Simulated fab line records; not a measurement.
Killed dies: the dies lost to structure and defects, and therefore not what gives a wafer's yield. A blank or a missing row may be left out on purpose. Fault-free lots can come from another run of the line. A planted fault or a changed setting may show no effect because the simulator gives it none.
Matching of chambers | flow gf180mcu | GF_V4_CVD_02 on pecvd-04: 3 sister chambers
The step deposits SiO2 from TEOS, target thk 850 nm, time 94.851 s. 6 wafers are shown with their chamber, then 7 later ones without.

## EACH WAFER AND ITS CHAMBER
wafer  | chamber | heaterPowerW (W) | heaterPowerOuterW (W)
L080.2 | 0       | 733              | 389
L085.5 | 2       | 629              | 377
L091.5 | 1       | 401              | 181
L091.6 | 2       | 614              | 370
L093.1 | 1       | 471              | 236
L093.3 | 0       | 653              | 345

## WAFERS WITHOUT THEIR CHAMBER
wafer  | heaterPowerW (W) | heaterPowerOuterW (W)
L093.4 | 506              | 256
L094.1 | 712              | 381
L094.4 | 759              | 411
L094.5 | 632              | 396
L097.2 | 672              | 416
L097.3 | 486              | 252
L097.4 | 776              | 439

## WHICH CHAMBER EACH WENT THROUGH
wafer  | from the rows above     | in truth
L093.4 | 1                       | 1
L094.1 | can't be placed: 0 or 2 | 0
L094.4 | can't be placed: 0 or 2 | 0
L094.5 | can't be placed: 2 or 0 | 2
L097.2 | can't be placed: 0 or 2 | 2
L097.3 | 1                       | 1
L097.4 | can't be placed: 0 or 2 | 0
2 of 7 placed correctly. Cannot be placed on the basis of these rows: 5; the candidates contain the true chamber in 5. 0 placed wrongly.
How it was worked out, from the rows above alone: a wafer's distance from a chamber is the root of the sum, over the readings, of the square of ((its reading less the chamber's mean) divided by the reading's scatter). If the next closest chamber is less than 2 further off than the closest, the wafer can't be placed; otherwise it belongs to the closest. For every chamber, the mean is computed from those of its wafers that are shown. The scatter: the root of (the sum of the squares of (reading less its chamber's mean) over the shown wafers, divided by (wafers less chambers)).
